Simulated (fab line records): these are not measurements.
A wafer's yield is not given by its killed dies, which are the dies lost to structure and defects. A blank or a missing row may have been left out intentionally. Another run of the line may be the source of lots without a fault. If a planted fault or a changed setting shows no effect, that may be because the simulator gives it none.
2 desks, one fault || flow gf180mcu || numbers are kept per desk, each desk with only its own; the story behind them comes last

== AT THE TOOL OWNER'S DESK: krf-scanner-02 ==
The tool's own readings at GF_STI_EXPOSE_09 (exposes mask COMP, target cd 220 nm): means of the sampled wafers that have a number, for each lot that ran on this tool. A lot is out of limits, marked OUT, if its mean lies more than 4 standard deviations from the usual mean; the brackets give that distance.
Columns: A = focus-offset-nm at GF_STI_EXPOSE_09, usual -0.1 nm
{"lot": "L203", "first seen here": "day 2 00:54", "A": 0.0}
{"lot": "L208", "first seen here": "day 3 02:01", "A": -0.1}
{"lot": "L209", "first seen here": "day 3 06:43", "A": -0.1}
{"lot": "L212", "first seen here": "day 3 21:58", "A": 0.1}
{"lot": "L215", "first seen here": "day 4 14:55", "A": 0.3}
{"lot": "L216", "first seen here": "day 4 18:37", "A": 0.3}
{"lot": "L217", "first seen here": "day 5 00:21", "A": -0.1}
{"lot": "L218", "first seen here": "day 5 04:48", "A": -0.5}
This desk's verdict: no lot among the 8 shows anything out of limits.

== METROLOGY DESK ==
Means of the sampled wafers that have a number, per lot and without regard to the tool the lot ran on: this is what the gauges read. A lot is out of limits, marked OUT, if its mean lies more than 4 standard deviations from the usual mean; the brackets give that distance.
Columns: A = STI_CVD_03_THK at GF_STI_THK_MEAS_04, usual 207.9 nm; B = cd-nm at GF_STI_CD_MEAS_12, usual 219.9 nm; C = NSD_TW at GF_NSD_TW_MEAS_12, usual 4231
{"lot": "L202", "first seen here": "day 1 14:08", "A": 210.4, "B": 218.9, "C": 4212}
{"lot": "L203", "first seen here": "day 1 19:11", "A": 207.0, "B": 218.4, "C": 4236}
{"lot": "L204", "first seen here": "day 1 23:35", "A": 207.4, "B": 219.4, "C": 4199}
{"lot": "L205", "first seen here": "day 2 04:36", "A": 207.1, "B": 217.6, "C": 4277}
{"lot": "L208", "first seen here": "day 2 19:34", "A": 210.2, "B": 219.7, "C": 4215}
{"lot": "L209", "first seen here": "day 3 00:34", "A": 207.8, "B": 217.9, "C": 4212}
{"lot": "L212", "first seen here": "day 3 15:40", "A": 207.4, "B": 218.3, "C": 4208}
{"lot": "L213", "first seen here": "day 3 21:01", "A": 205.9, "B": 220.2, "C": 4240}
{"lot": "L214", "first seen here": "day 4 02:08", "A": 212.3, "B": 221.4, "C": 4282}
{"lot": "L215", "first seen here": "day 4 08:02", "A": 207.8, "B": 220.9, "C": 4200}
{"lot": "L216", "first seen here": "day 4 12:13", "A": 207.6, "B": 220.7, "C": 4198}
{"lot": "L217", "first seen here": "day 4 17:12", "A": 209.1, "B": "160.6 (-46) OUT", "C": 4254}
{"lot": "L218", "first seen here": "day 4 21:34", "A": 208.7, "B": "189.6 (-23) OUT", "C": 4209}
{"lot": "L225", "first seen here": "day 6 09:16", "A": 208.2, "B": 219.3, "C": 4217}
This desk's finding: out of limits on L217, L218; first on L217, day 5 07:13 (cd-nm at GF_STI_CD_MEAS_12). L202, L203, L204, L205, L208, L209, L212, L213, L214, L215, L216, L225: within limits.

== BROUGHT TOGETHER ==
L217, L218 would have let the metrology desk raise an alarm at day 5 07:13.
The tool owner's desk saw nothing out of limits.
Tool owner's desk: L217, L218 on record, inside its limits.
On krf-scanner-02, each named lot ran GF_STI_EXPOSE_09.

== WHAT THE SIMULATOR HAD PUT IN ==
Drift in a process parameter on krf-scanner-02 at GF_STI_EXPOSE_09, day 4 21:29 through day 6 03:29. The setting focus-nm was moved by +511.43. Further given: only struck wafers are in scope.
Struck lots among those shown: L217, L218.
Per desk, hours elapsed from the start of the fault to the first reading out of limits: for the metrology desk, 10.
